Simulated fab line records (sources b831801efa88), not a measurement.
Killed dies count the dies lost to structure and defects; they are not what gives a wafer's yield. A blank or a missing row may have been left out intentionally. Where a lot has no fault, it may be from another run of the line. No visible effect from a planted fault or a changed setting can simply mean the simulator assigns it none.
Problem report in the 8D (eight disciplines) form, filled by code :: flow sky130 :: the parts of the form that need people (team, actions taken, sign-off) are left out

== 1. THE PROBLEM ==
oesProductAu at SKY_LI_CONTACT_ETCH_15 reads a mean of 0.768 a.u. on 4 wafers of 3 lots; wafers without a fault read 0.837 a.u. with a standard deviation of 0.0041. That puts it -17 standard deviations away from the usual mean.
The step: etches PSG in C4F8/O2/Ar, stops on Si, target depth 600 nm.
The first sign was on wafer L407.3 at day 31 22:27, on rieDiel-03. Wafers with a number at this step in the record: 36, from 12 lots. By rule, "out" or "out of limits" means more than 4 standard deviations away from the usual mean. The rest of the wafers with a number are treated as sound.

== 2. WHAT IT IS, WHAT IT ISN'T ==
question: which readings at this step
is: oesProductAu
is not: -

question: which lots
is: L407, L409, L410
is not: L399, L400, L403, L404, L415, L418, L419, L420, L421

question: which wafers of those lots
is: L407.3, L407.6, L409.5, L410.5
is not: L407.1, L409.2, L409.3, L410.3, L410.6

question: read on which tools
is: rieDiel-03
is not: rieDiel-01, rieDiel-02

question: when
is: from day 31 22:27
is not: up to then (13 sound wafers); but 19 sound wafers of L409, L410, L415, L418, L419, L420, L421 came after

== 3. SUSPECTS, AND WHAT RULES EACH OUT ==
Counting: any tool at a process step up to the reading remains a suspect provided it ran every lot that is out. Sound lots after the first of them don't rule it out here, since some wafers of a struck lot are sound.
- rieDiel-03 at SKY_LI_CONTACT_ETCH_15 (etches PSG in C4F8/O2/Ar, stops on Si, target depth 600 nm): kept. It processed each lot that is out (first: L407, day 31 22:27); up to then, its last sound lot is L404 (day 31 04:16). On those wafers its own readings are out: oesProductAu.
- In rieDiel-03 at SKY_LI_CONTACT_ETCH_15, the wafers that are out were processed in chamber 0 and their sound lot-mates in chambers 1, 2, 3.
Left after counting: rieDiel-03 at SKY_LI_CONTACT_ETCH_15.

== 4. THE CAUSE (what the simulator had put in) ==
rieDiel-03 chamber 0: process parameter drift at SKY_LI_CONTACT_ETCH_15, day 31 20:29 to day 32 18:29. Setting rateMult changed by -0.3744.
After counting, this tool was the only one left.

== 5. THE EFFECT CHAIN, in route order ==
Rows list readings where the struck wafers' mean (over those with a number) sits beyond 3 standard deviations from the usual. Scope: only readings with a usual standard deviation given in the record; hours: median across lots of the time from each lot's start at the first step in this table that gives one to its start at this step; sigmas: change in usual standard deviations.
hours: 0
step: SKY_LI_CONTACT_ETCH_15
reading: oesProductAu
usual: 0.837 a.u.
on struck wafers: 0.768
change: -0.069
sigmas: -17

hours: 0
step: SKY_LI_CONTACT_STRIP_16
reading: oesProductAu
usual: 0.376 a.u.
on struck wafers: 0.400
change: +0.024
sigmas: +5.2

hours: 0
step: SKY_LI_CONTACT_STRIP_16
reading: stripTimeToEndpointS
usual: 3.50 s
on struck wafers: 4.12
change: +0.62
sigmas: +16

hours: 379
step: SKY_PAD_OPEN_PROBE_99
reading: killedAtContacts
usual: 24
on struck wafers: 423
change: +399
sigmas: +80

hours: 379
step: SKY_PAD_OPEN_PROBE_99
reading: killedDies
usual: 88
on struck wafers: 492
change: +404
sigmas: +47

hours: 379
step: SKY_PAD_OPEN_PROBE_99
reading: killedOnRim
usual: 18
on struck wafers: 96
change: +78
sigmas: +20
Its process steps:
- SKY_LI_CONTACT_ETCH_15: etches PSG in C4F8/O2/Ar, stops on Si, target depth 600 nm.
- SKY_LI_CONTACT_STRIP_16: strips in O2/N2.
- SKY_PAD_OPEN_PROBE_99

== 6. HOW IT WOULD HAVE BEEN CAUGHT EARLIER ==
In this record the first reading out of limits was taken at day 31 22:27, 2 hours after the fault began at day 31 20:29.
